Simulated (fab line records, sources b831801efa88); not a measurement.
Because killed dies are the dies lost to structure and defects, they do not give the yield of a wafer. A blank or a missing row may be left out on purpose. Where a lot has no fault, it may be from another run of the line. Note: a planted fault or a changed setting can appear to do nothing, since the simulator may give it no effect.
Tool commonality check    flow sfqLine    Sample size 14 lots and 42 wafers

WHY IT WAS OPENED
Of 14 lots, 2 have the reading M7_NB_RS flagged at SFQ_M7_RS_MEAS_943. Wafers without a fault read 0.894 ohm/sq, standard deviation 0.0075.
Rule: a lot gets a flag if all its wafers with a number sit over 4 standard deviations from that mean, or if no wafer of it has a number. The other lots count as sound.

lot   measured      on            M7_NB_RS (ohm/sq), wafer by wafer  flag
L376  day 67 22:20  filmMetro-02  0.890 0.903 0.903                  
L377  day 68 04:22  filmMetro-03  0.888 0.885 0.883                  
L378  day 68 05:34  filmMetro-01  0.900 0.906 0.898                  
L379  day 68 15:07  filmMetro-03  0.904 0.892 0.897                  
L380  day 69 00:46  filmMetro-03  0.888 0.882 0.883                  
L384  day 70 17:49  filmMetro-02  0.828 0.827 0.834                  FLAGGED
L385  day 71 11:47  filmMetro-01  0.829 0.827 0.828                  FLAGGED
L392  day 79 01:49  filmMetro-02  0.903 0.907 0.902                  
L393  day 79 05:25  filmMetro-02  0.890 0.891 0.889                  
L394  day 79 11:23  filmMetro-03  0.890 0.899 0.894                  
L395  day 79 21:12  filmMetro-02  0.902 0.900 0.895                  
L396  day 79 23:46  filmMetro-01  0.881 0.897 0.888                  
L398  day 80 03:20  filmMetro-01  0.906 0.914 0.908                  
L399  day 80 04:32  filmMetro-03  0.900 0.892 0.892                  
On average the flagged lots' numbers are 0.829 ohm/sq, which is -0.065 ohm/sq against the usual, or -9 standard deviations.

TOOL THAT RAN EACH LOT
3 process steps preceding the reading are held in the record, out of 325 steps in the route. Cell contents, in order: the tool; ch with the chambers the sampled wafers went through; the start.
lot   flag     SFQ_TRILAYER_M6_STRIP_STRIP_163   SFQ_TRILAYER_I6_VIA_STRIP_STRIP_173  SFQ_TRILAYER_M7_DEP_SPUTTER_175
L376           rieMetal-02 ch 0, day 62 22:11    rieMetal-04 ch 1, day 67 21:26       pvdSputter-04, day 67 22:14
L377           rieMetal-02 ch 0,1, day 63 01:59  rieMetal-04 ch 0,1, day 68 03:38     pvdSputter-04, day 68 04:14
L378           rieMetal-02 ch 0,1, day 63 04:29  rieMetal-02 ch 0,1, day 68 04:50     pvdSputter-03, day 68 05:26
L379           rieMetal-02 ch 0,1, day 63 09:05  rieMetal-04 ch 0,1, day 68 14:14     pvdSputter-05, day 68 15:02
L380           rieMetal-02 ch 0,1, day 64 01:41  rieMetal-02 ch 0,1, day 68 23:50     pvdSputter-03, day 69 00:39
L384  FLAGGED  rieMetal-03 ch 0,1, day 70 07:04  rieMetal-01 ch 0, day 70 16:18       pvdSputter-05, day 70 17:43
L385  FLAGGED  rieMetal-04 ch 0,1, day 71 03:09  rieMetal-02 ch 0,1, day 71 10:53     pvdSputter-05, day 71 11:41
L392           rieMetal-03 ch 0,1, day 75 09:08  rieMetal-04 ch 0,1, day 79 01:05     pvdSputter-05, day 79 01:41
L393           rieMetal-04 ch 0,1, day 75 12:44  rieMetal-04 ch 0,1, day 79 04:41     pvdSputter-04, day 79 05:17
L394           rieMetal-04 ch 0,1, day 75 17:20  rieMetal-02 ch 0,1, day 79 10:29     pvdSputter-05, day 79 11:17
L395           rieMetal-03 ch 0,1, day 76 04:16  rieMetal-01 ch 0,1, day 79 20:05     pvdSputter-04, day 79 21:05
L396           rieMetal-04 ch 0,1, day 76 06:52  rieMetal-04 ch 0,1, day 79 23:02     pvdSputter-03, day 79 23:38
L398           rieMetal-03 ch 0,1, day 76 12:40  rieMetal-02 ch 0,1, day 80 02:26     pvdSputter-05, day 80 03:14
L399           rieMetal-04 ch 0, day 76 13:52    rieMetal-04 ch 0,1, day 80 03:38     pvdSputter-03, day 80 04:26
What the steps here do:
- SFQ_TRILAYER_M6_STRIP_STRIP_163: strips in O2.
- SFQ_TRILAYER_I6_VIA_STRIP_STRIP_173: strips in O2.
- SFQ_TRILAYER_M7_DEP_SPUTTER_175: material Nb, target thk 200 nm, time 133.3 s.
- SFQ_M7_RS_MEAS_943: measures by four-point-probe.

FLAGGED AGAINST TOTAL, ONE TOOL AT A TIME (gauges that did the reading follow at the end)
step                                 tool           lots run  flagged  share of the flagged lots  sound lots run after its first flagged lot
SFQ_TRILAYER_M6_STRIP_STRIP_163      rieMetal-02    5         0        none                       -
SFQ_TRILAYER_M6_STRIP_STRIP_163      rieMetal-03    4         1        some                       3 (L392,L395,L398)
SFQ_TRILAYER_M6_STRIP_STRIP_163      rieMetal-04    5         1        some                       4 (L393,L394,L396,L399)
SFQ_TRILAYER_I6_VIA_STRIP_STRIP_173  rieMetal-01    2         1        some                       1 (L395)
SFQ_TRILAYER_I6_VIA_STRIP_STRIP_173  rieMetal-02    5         1        some                       2 (L394,L398)
SFQ_TRILAYER_I6_VIA_STRIP_STRIP_173  rieMetal-04    7         0        none                       -
SFQ_TRILAYER_M7_DEP_SPUTTER_175      pvdSputter-03  4         0        none                       -
SFQ_TRILAYER_M7_DEP_SPUTTER_175      pvdSputter-04  4         0        none                       -
SFQ_TRILAYER_M7_DEP_SPUTTER_175      pvdSputter-05  6         2        all                        3 (L392,L394,L398)
SFQ_M7_RS_MEAS_943                   filmMetro-01   4         1        some                       2 (L396,L398)
SFQ_M7_RS_MEAS_943                   filmMetro-02   5         1        some                       3 (L392,L393,L395)
SFQ_M7_RS_MEAS_943                   filmMetro-03   5         0        none                       -

WHAT IS ALLOWED BY THE TABLE
In the table, 1 row covers all flagged lots: pvdSputter-05 at SFQ_TRILAYER_M7_DEP_SPUTTER_175.
- pvdSputter-05 at SFQ_TRILAYER_M7_DEP_SPUTTER_175 ran 6 lots, 2 of them flagged. Lots that were sound ran on it after the first flagged one (L392, L394, L398); a persistent fault on the entire tool would not allow that. Its own readings lie more than 4 standard deviations out on every wafer of the flagged lots: cathodeDcPowerW.
None of the table's rows ran every flagged lot and, after the first, no sound lot.

WHAT WAS PUT IN BY THE SIMULATOR
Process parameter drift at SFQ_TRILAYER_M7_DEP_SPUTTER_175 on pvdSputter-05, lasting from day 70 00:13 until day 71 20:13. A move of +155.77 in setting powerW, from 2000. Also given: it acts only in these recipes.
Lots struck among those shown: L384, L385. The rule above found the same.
